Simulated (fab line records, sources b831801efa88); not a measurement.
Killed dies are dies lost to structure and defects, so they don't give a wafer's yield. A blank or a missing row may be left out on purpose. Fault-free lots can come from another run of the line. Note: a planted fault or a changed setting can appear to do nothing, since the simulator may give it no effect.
Which tool is to blame? + flow gf180mcu + 36 wafers from 12 lots sampled at 5 of the route's 602 steps

== WHAT EACH GAUGE READ, for each wafer ==
GF_STI_THK_MEAS_24.
| lot  | measured    | on           | STI_CVD_23_THK (nm) |
|------|-------------|--------------|---------------------|
| L153 | day 2 08:47 | filmMetro-04 | 653 661 644         |
| L155 | day 2 18:40 | filmMetro-03 | 643 648 650         |
| L157 | day 3 04:50 | filmMetro-04 | 657 661 649         |
| L160 | day 3 20:53 | filmMetro-04 | 648 644 649         |
| L161 | day 4 03:22 | filmMetro-01 | 639 647 643         |
| L163 | day 4 13:58 | filmMetro-03 | 660 666 654         |
| L168 | day 5 15:52 | filmMetro-03 | 654 642 662         |
| L169 | day 5 19:49 | filmMetro-03 | 639 635 645         |
| L170 | day 6 01:36 | filmMetro-04 | 650 639 639         |
| L171 | day 6 08:01 | filmMetro-01 | 646 661 641         |
| L172 | day 6 12:47 | filmMetro-04 | 648 633 645         |
| L175 | day 7 02:33 | filmMetro-01 | 656 650 664         |

GF_HV_LDD_THK_MEAS_55.
| lot  | measured     | on           | HV_LDD_CVD_54_THK (nm) |
|------|--------------|--------------|------------------------|
| L153 | day 12 20:35 | filmMetro-02 | 9.92 9.95 9.92         |
| L155 | day 13 11:03 | filmMetro-04 | 10.04 9.93 9.96        |
| L157 | day 14 03:35 | filmMetro-02 | 9.77 9.81 9.90         |
| L160 | day 15 00:59 | filmMetro-02 | 9.78 9.91 9.98         |
| L161 | day 15 18:07 | filmMetro-02 | 9.84 9.86 9.75         |
| L163 | day 16 10:20 | filmMetro-04 | 9.96 10.06 10.07       |
| L168 | day 17 22:26 | filmMetro-03 | 9.93 10.15 9.98        |
| L169 | day 18 06:56 | filmMetro-02 | 9.76 9.77 9.68         |
| L170 | day 18 16:35 | filmMetro-02 | 9.86 9.88 9.94         |
| L171 | day 18 23:26 | filmMetro-02 | 9.89 10.00 9.91        |
| L172 | day 19 12:14 | filmMetro-02 | 9.94 9.87 10.00        |
| L175 | day 20 04:22 | filmMetro-02 | 9.79 9.63 9.68         |

== TOOL THAT RAN EACH LOT (tool first, then ch and the chambers of the sampled wafers, then the start) ==
| lot  | GF_STI_ETCH_14                 | GF_STI_STRIP_15                    | GF_DNWELL_STRIP_08                 |
|------|--------------------------------|------------------------------------|------------------------------------|
| L153 | rieSi-02 ch 1,3, day 2 06:16   | plasmaAsher-02 ch 1, day 2 06:20   | plasmaAsher-04 ch 1, day 3 00:07   |
| L155 | rieSi-02 ch 0,2, day 2 16:50   | plasmaAsher-02 ch 0,1, day 2 16:55 | plasmaAsher-03 ch 0,1, day 3 09:14 |
| L157 | rieSi-01 ch 0,2,3, day 3 02:56 | plasmaAsher-02 ch 0,1, day 3 03:03 | plasmaAsher-01 ch 0,1, day 3 20:32 |
| L160 | rieSi-02 ch 0,2, day 3 19:01   | plasmaAsher-01 ch 0,1, day 3 19:05 | plasmaAsher-01 ch 0,1, day 4 13:40 |
| L161 | rieSi-02 ch 0,1,2, day 4 00:07 | plasmaAsher-01 ch 0,1, day 4 00:11 | plasmaAsher-03 ch 0,1, day 4 22:16 |
| L163 | rieSi-02 ch 2,3, day 4 11:34   | plasmaAsher-02 ch 0,1, day 4 11:41 | plasmaAsher-03 ch 0,1, day 5 07:23 |
| L168 | rieSi-01 ch 0,1, day 5 12:52   | plasmaAsher-02 ch 0,1, day 5 12:56 | plasmaAsher-04 ch 0,1, day 6 09:13 |
| L169 | rieSi-01 ch 2,3, day 5 17:52   | plasmaAsher-02 ch 0,1, day 5 17:56 | plasmaAsher-03 ch 0,1, day 6 15:34 |
| L170 | rieSi-01 ch 0,1,2, day 5 22:22 | plasmaAsher-01 ch 0,1, day 5 22:26 | plasmaAsher-01 ch 0,1, day 6 18:47 |
| L171 | rieSi-01 ch 0,1,2, day 6 05:08 | plasmaAsher-02 ch 0,1, day 6 05:15 | plasmaAsher-01 ch 0,1, day 7 01:46 |
| L172 | rieSi-01 ch 0,2,3, day 6 10:22 | plasmaAsher-04 ch 0,1, day 6 10:26 | plasmaAsher-01 ch 0,1, day 7 06:02 |
| L175 | rieSi-02 ch 0,1,3, day 7 00:44 | plasmaAsher-01 ch 0,1, day 7 00:49 | plasmaAsher-04 ch 0,1, day 7 21:23 |
- GF_STI_ETCH_14: etches Si in HBr/Cl2/O2, target depth 360 nm, time 102.9 s.
- GF_STI_STRIP_15: strips in O2/N2.
- GF_DNWELL_STRIP_08: strips in O2/N2.

== WHAT THE TOOLS THEMSELVES READ (means of the sampled wafers that have a number; where no wafer has one, the mark that the record gives instead) ==
GF_STI_ETCH_14.
| lot  | tool     | chamberPressureMTorr (mTorr) | drypumpMotorCurrentA (A) | oesProductAu (a.u.) | throttleValvePct (%) |
|------|----------|------------------------------|--------------------------|---------------------|----------------------|
| L153 | rieSi-02 | 14.997                       | 5.3                      | 0.987               | 25.666               |
| L155 | rieSi-02 | 14.991                       | 5.4                      | 1.007               | 25.660               |
| L157 | rieSi-01 | 14.999                       | 5.8                      | 1.008               | 25.650               |
| L160 | rieSi-02 | 15.007                       | 5.7                      | 0.991               | 25.671               |
| L161 | rieSi-02 | 15.007                       | 5.4                      | 0.887               | 25.731               |
| L163 | rieSi-02 | 15.009                       | 5.2                      | 0.897               | 25.723               |
| L168 | rieSi-01 | 14.983                       | 5.9                      | 1.012               | 25.655               |
| L169 | rieSi-01 | 14.996                       | 6.0                      | 1.005               | 25.663               |
| L170 | rieSi-01 | 15.004                       | 5.9                      | 1.002               | 25.664               |
| L171 | rieSi-01 | 15.011                       | 6.0                      | 1.003               | 25.648               |
| L172 | rieSi-01 | 14.996                       | 5.8                      | 1.005               | 25.656               |
| L175 | rieSi-02 | 15.004                       | 5.6                      | 0.995               | 25.661               |

GF_STI_STRIP_15.
| lot  | tool           | chamberPressureMTorr (mTorr) | drypumpMotorCurrentA (A) | heaterPowerW (W) | oesProductAu (a.u.) | stripTimeToEndpointS (s) |
|------|----------------|------------------------------|--------------------------|------------------|---------------------|--------------------------|
| L153 | plasmaAsher-02 | 1500.2                       | 6.2                      | 286              | 0.384               | 3.69                     |
| L155 | plasmaAsher-02 | 1499.6                       | 6.2                      | 294              | 0.388               | 3.76                     |
| L157 | plasmaAsher-02 | 1500.1                       | 6.3                      | 291              | 0.382               | 3.71                     |
| L160 | plasmaAsher-01 | 1499.9                       | 5.4                      | 343              | 0.387               | 3.75                     |
| L161 | plasmaAsher-01 | 1500.8                       | 5.4                      | 346              | 0.387               | 3.91                     |
| L163 | plasmaAsher-02 | 1500.1                       | 6.3                      | 299              | 0.387               | 3.94                     |
| L168 | plasmaAsher-02 | 1501.1                       | 6.3                      | 295              | 0.383               | 3.69                     |
| L169 | plasmaAsher-02 | 1500.3                       | 6.2                      | 294              | 0.384               | 3.81                     |
| L170 | plasmaAsher-01 | 1500.9                       | 5.2                      | 337              | 0.383               | 3.68                     |
| L171 | plasmaAsher-02 | 1502.0                       | 6.2                      | 287              | 0.382               | 3.71                     |
| L172 | plasmaAsher-04 | 1498.9                       | 5.6                      | 350              | 0.387               | 3.76                     |
| L175 | plasmaAsher-01 | 1498.6                       | 5.4                      | 340              | 0.382               | 3.76                     |

GF_DNWELL_STRIP_08.
| lot  | tool           | chamberPressureMTorr (mTorr) | drypumpMotorCurrentA (A) | heaterPowerW (W) | oesProductAu (a.u.) | stripTimeToEndpointS (s) |
|------|----------------|------------------------------|--------------------------|------------------|---------------------|--------------------------|
| L153 | plasmaAsher-04 | 1499.4                       | 5.7                      | 362              | 0.716               | 36.93                    |
| L155 | plasmaAsher-03 | 1500.0                       | 5.7                      | 328              | 0.720               | 36.87                    |
| L157 | plasmaAsher-01 | 1499.9                       | 5.2                      | 335              | 0.718               | 36.76                    |
| L160 | plasmaAsher-01 | 1500.7                       | 5.5                      | 346              | 0.721               | 37.08                    |
| L161 | plasmaAsher-03 | 1500.4                       | 5.8                      | 321              | 0.723               | 36.83                    |
| L163 | plasmaAsher-03 | 1498.6                       | 5.8                      | 327              | 0.720               | 36.90                    |
| L168 | plasmaAsher-04 | 1499.4                       | 5.4                      | 333              | 0.723               | 37.01                    |
| L169 | plasmaAsher-03 | 1499.8                       | 5.7                      | 338              | 0.723               | 36.93                    |
| L170 | plasmaAsher-01 | 1498.8                       | 5.4                      | 344              | 0.719               | 36.88                    |
| L171 | plasmaAsher-01 | 1499.9                       | 5.2                      | 334              | 0.721               | 36.93                    |
| L172 | plasmaAsher-01 | 1500.0                       | 5.2                      | 338              | 0.722               | 37.01                    |
| L175 | plasmaAsher-04 | 1500.1                       | 5.6                      | 343              | 0.723               | 36.89                    |

== THE ANSWER, worked out from the rows above alone ==
Rule: the lots themselves supply what counts as usual. Put in order of their means at a reading, lots are off if they are a third of the lots or fewer, leave a main group of 4 or more, and stand apart from it by a gap of 3 or more times the standard deviation of the main group's means; of several such gaps the widest counts. A main group whose means are all the same, to the digits that the tables above print for the reading, isn't used. Also off: a lot with no number at a reading for which 4 or more lots have one. All remaining lots with rows at the step are treated as sound. After the gauges, taken in route order, come the tools' own readings; for these a lot's mean is taken, as printed above. The first step at which some lot is off is used, and at that step the reading that is off furthest; a lot without a number counts as furthest.
Off at GF_STI_ETCH_14 (oesProductAu): L161, L163. For the main group the mean is 1.002 a.u. and the standard deviation 0.0076.
If a tool, at that step or one of the process steps before it, ran each lot that is off and ran no sound lot following the first of them, it fits. No candidate that was tried fits.

== WHAT HAD BEEN PUT IN BY THE SIMULATOR ==
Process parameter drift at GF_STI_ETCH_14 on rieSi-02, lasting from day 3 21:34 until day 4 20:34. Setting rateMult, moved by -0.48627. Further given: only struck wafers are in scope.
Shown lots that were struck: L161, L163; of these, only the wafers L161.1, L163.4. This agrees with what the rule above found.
